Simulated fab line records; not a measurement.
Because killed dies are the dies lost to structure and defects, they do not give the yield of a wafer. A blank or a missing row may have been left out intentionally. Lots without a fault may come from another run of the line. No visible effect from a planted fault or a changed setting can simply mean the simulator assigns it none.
Chamber matching || flow gf180mcu || cmp-02 running GF_CONTACT_CMP_04: 4 sister chambers
The step polishes SiO2. 18 wafers are shown with their chamber, then 9 later ones without.

== WAFERS, EACH WITH ITS CHAMBER ==
{"wafer": "L958.2", "chamber": 2, "motor-current-A (A)": 14.8, "time-to-endpoint-s (s)": 106}
{"wafer": "L958.3", "chamber": 1, "motor-current-A (A)": 11.2, "time-to-endpoint-s (s)": 119}
{"wafer": "L958.6", "chamber": 3, "motor-current-A (A)": 14.8, "time-to-endpoint-s (s)": 114}
{"wafer": "L959.3", "chamber": 3, "motor-current-A (A)": 13.2, "time-to-endpoint-s (s)": 120}
{"wafer": "L959.4", "chamber": 0, "motor-current-A (A)": 13.1, "time-to-endpoint-s (s)": 113}
{"wafer": "L959.5", "chamber": 0, "motor-current-A (A)": 12.5, "time-to-endpoint-s (s)": 112}
{"wafer": "L961.1", "chamber": 3, "motor-current-A (A)": 13.3, "time-to-endpoint-s (s)": 110}
{"wafer": "L961.3", "chamber": 2, "motor-current-A (A)": 13.6, "time-to-endpoint-s (s)": 112}
{"wafer": "L961.6", "chamber": 3, "motor-current-A (A)": 13.6, "time-to-endpoint-s (s)": 116}
{"wafer": "L962.1", "chamber": 0, "motor-current-A (A)": 12.3, "time-to-endpoint-s (s)": 106}
{"wafer": "L962.3", "chamber": 2, "motor-current-A (A)": 14.1, "time-to-endpoint-s (s)": 111}
{"wafer": "L962.4", "chamber": 3, "motor-current-A (A)": 12.7, "time-to-endpoint-s (s)": 118}
{"wafer": "L963.1", "chamber": 2, "motor-current-A (A)": 14.2, "time-to-endpoint-s (s)": 112}
{"wafer": "L963.3", "chamber": 3, "motor-current-A (A)": 14.0, "time-to-endpoint-s (s)": 107}
{"wafer": "L963.6", "chamber": 1, "motor-current-A (A)": 11.2, "time-to-endpoint-s (s)": 114}
{"wafer": "L971.1", "chamber": 1, "motor-current-A (A)": 10.7, "time-to-endpoint-s (s)": 119}
{"wafer": "L971.3", "chamber": 2, "motor-current-A (A)": 14.1, "time-to-endpoint-s (s)": 105}
{"wafer": "L971.4", "chamber": 3, "motor-current-A (A)": 14.2, "time-to-endpoint-s (s)": 114}

SIGNATURES (averages over the wafers above)
{"reading": "motor-current-A", "chamber 0": 12.633, "chamber 1": 11.033, "chamber 2": 14.160, "chamber 3": 13.686, "scatter within a chamber": 0.549}
{"reading": "time-to-endpoint-s", "chamber 0": 110.33, "chamber 1": 117.33, "chamber 2": 109.20, "chamber 3": 114.14, "scatter within a chamber": 3.9}
Rule: distance of a wafer from a chamber = root of the sum over the readings of ((wafer's reading minus chamber's mean) / reading's scatter) squared. The wafer belongs to the nearest chamber; if the next one is less than 2 further off, it can't be placed. How the scatter is found: for the shown wafers, subtract from each reading the mean of its chamber, square and add these, divide the total by (wafers less chambers), then take the root.

== WAFERS MISSING THEIR CHAMBER ==
{"wafer": "L972.2", "motor-current-A (A)": 11.2, "time-to-endpoint-s (s)": 107}
{"wafer": "L972.4", "motor-current-A (A)": 12.9, "time-to-endpoint-s (s)": 107}
{"wafer": "L972.6", "motor-current-A (A)": 14.3, "time-to-endpoint-s (s)": 108}
{"wafer": "L974.1", "motor-current-A (A)": 14.7, "time-to-endpoint-s (s)": 107}
{"wafer": "L974.5", "motor-current-A (A)": 14.5, "time-to-endpoint-s (s)": 111}
{"wafer": "L974.6", "motor-current-A (A)": 11.5, "time-to-endpoint-s (s)": 111}
{"wafer": "L978.3", "motor-current-A (A)": 13.4, "time-to-endpoint-s (s)": 105}
{"wafer": "L978.4", "motor-current-A (A)": 10.4, "time-to-endpoint-s (s)": 115}
{"wafer": "L978.6", "motor-current-A (A)": 12.8, "time-to-endpoint-s (s)": 118}

== THE CHAMBER EACH PASSED THROUGH ==
{"wafer": "L972.2", "from the rows above": "can't be placed: 1 or 0", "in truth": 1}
{"wafer": "L972.4", "from the rows above": "can't be placed: 0 or 3 or 2", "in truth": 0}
{"wafer": "L972.6", "from the rows above": "can't be placed: 2 or 3", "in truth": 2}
{"wafer": "L974.1", "from the rows above": "can't be placed: 2 or 3", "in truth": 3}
{"wafer": "L974.5", "from the rows above": "can't be placed: 2 or 3", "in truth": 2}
{"wafer": "L974.6", "from the rows above": "can't be placed: 1 or 0", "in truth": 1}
{"wafer": "L978.3", "from the rows above": "can't be placed: 2 or 0 or 3", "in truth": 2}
{"wafer": "L978.4", "from the rows above": 1, "in truth": 1}
{"wafer": "L978.6", "from the rows above": "can't be placed: 3 or 0 or 1 or 2", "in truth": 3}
Correct placement for 1 of the 9. These rows do not allow placing 8 (true chamber among the candidates in 8). Placed wrongly: 0.
